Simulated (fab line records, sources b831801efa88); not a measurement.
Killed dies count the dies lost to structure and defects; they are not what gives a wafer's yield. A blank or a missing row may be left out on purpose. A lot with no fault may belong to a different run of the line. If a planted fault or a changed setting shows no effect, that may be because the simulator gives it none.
Comparing a struck lot with a sound one / flow sky130 / 16 out of 708 route steps
Sound: wafers L799.2, L799.3, L799.6. Wafers L812.2, L812.4, L812.5 were the ones struck. The cause comes at the end.
Each step with rows lists, per side, the tool, then ch with its chambers, then its first start. Under that, the readings that differ: sound wafers / struck wafers / difference of the means / sigmas: that difference in standard deviations of wafers without a fault.
alike: same words and numbers on both sides, and readings whose means sit less than 2 such deviations apart. not compared: any withheld reading, any reading some wafer has no value for, any bound like >300 that may hide the same value, and any number with overlapping values for which the record gives no deviation.
The two part at a step that has a row with sigmas, a row that says differs or no value, or rows on one side only. Numbers that don't overlap but have no deviation are shown without sigmas and don't part them. A reading that every wafer of one side lacks parts them only if that side has two wafers or more.

SKY_LDD_HVN_OVL_MEAS_07:
  sound on overlay-01, day 22 23:37; struck on overlay-01, day 27 05:46
reading=LDD_HVN_OVL (nm); sound=-1.1 0.3 -1.4; struck=1.7 1.2 3.6; difference=+2.9; sigmas=+2
next, for these wafers, 1 step has no rows: SKY_LDD_HVN_IMPLANT_08.
SKY_LDD_HVN_STRIP_09: strips in O2/N2.
  sound on plasma_asher-02 ch 0,1, day 22 23:48; struck on plasma_asher-01 ch 1, day 27 06:05
  alike: drypump_motor_current_A, n2_flow_sccm, oes_product_au, strip_time_to_endpoint_s
  not compared: rf_hours_counter_h
SKY_LDD_HVN_TW_MEAS_10:
  sound on film_metro-02, day 22 23:55; struck on film_metro-02, day 27 06:12
  alike: LDD_HVN_TW
then, 7 steps without rows for these wafers: SKY_LDD_HVP_DEHYDRATE_00 (time 60 s); SKY_LDD_HVP_HMDS_01 (prime time 60 s); SKY_LDD_HVP_COAT_02 (resist thk 300 nm); SKY_LDD_HVP_SOFTBAKE_03 (time 60 s); SKY_LDD_HVP_EXPOSE_04 (exposes mask HVPTM, target cd 700 nm); SKY_LDD_HVP_PEB_05; SKY_LDD_HVP_DEVELOP_06 (develop time 60 s).
SKY_LDD_HVP_OVL_MEAS_07:
  sound on overlay-01, day 24 05:40; struck on overlay-01, day 28 11:26
  alike: LDD_HVP_OVL
SKY_LDD_HVP_IMPLANT_08:
  sound on implanter-04 ch 0, day 24 05:43; struck on implanter-02 ch 0, day 28 11:29
reading=beam_energy_keV; sound=20.002 20.003 20.002; struck=25.092 25.090 25.092; difference=+5.089; sigmas=+99 or more
reading=model.implant.rp_nm (nm); sound=63.65 63.65 63.65; struck=76 76 76; difference=+12; sigmas=
reading=model.implant.drp_nm (nm); sound=28.53 28.53 28.53; struck=36.08 36.08 36.08; difference=+7.55; sigmas=
  alike: beam_on_s, dose_ions_cm2
SKY_LDD_HVP_STRIP_09: strips in O2/N2.
  sound on plasma_asher-04 ch 0, day 24 05:50; struck on plasma_asher-04 ch 0, day 28 11:37
  alike: drypump_motor_current_A, n2_flow_sccm, oes_product_au, strip_time_to_endpoint_s
  not compared: rf_hours_counter_h
SKY_LDD_HVP_TW_MEAS_10:
  sound on film_metro-03, day 24 05:57; struck on film_metro-01, day 28 11:57
reading=LDD_HVP_TW; sound=452 448 449; struck=478 478 478; difference=+28; sigmas=+7
  not compared: hold
-- the record jumps here: 22 days lie between the struck wafers' starts before and after (it left off in module LDD_HVP and takes up again in module PAD_OPEN, whose first step shown is number 708 of the route) --
SKY_PAD_OPEN_PROBE_99:
  sound on prober-02, day 47 16:45; struck on prober-02, day 50 08:46
reading=model.etest.tip_p_5v.rs_ohm_sq; sound=2869 2848 2854; struck=2775 2797 2795; difference=-68; sigmas=
reading=model.etest.pfet_g5v0d10v5.r_on_ohm_um; sound=4751 4751 4744; struck=4675 4694 4717; difference=-53; sigmas=
reading=model.etest.pfet_g5v0d10v5.drive_ua_um; sound=341.1 341.9 339.7; struck=351.6 351.7 348.9; difference=+9.8; sigmas=
  alike: killed_at_M0_to_M3, killed_at_M4_up, killed_at_contacts, killed_at_front_end, killed_at_other, killed_dies, killed_open, killed_short
  not compared: model.etest.pfet_g5v0d10v5.off_log10_a_um, model.etest.pfet_g5v0d10v5.vt_sat_v

== WHERE THEY PART ==
First at SKY_LDD_HVN_OVL_MEAS_07; last, within this record, at SKY_LDD_HVP_TW_MEAS_10. Later steps at which nothing parts them and some readings are alike: SKY_PAD_OPEN_PROBE_99.

WHY: the cause the simulator had injected
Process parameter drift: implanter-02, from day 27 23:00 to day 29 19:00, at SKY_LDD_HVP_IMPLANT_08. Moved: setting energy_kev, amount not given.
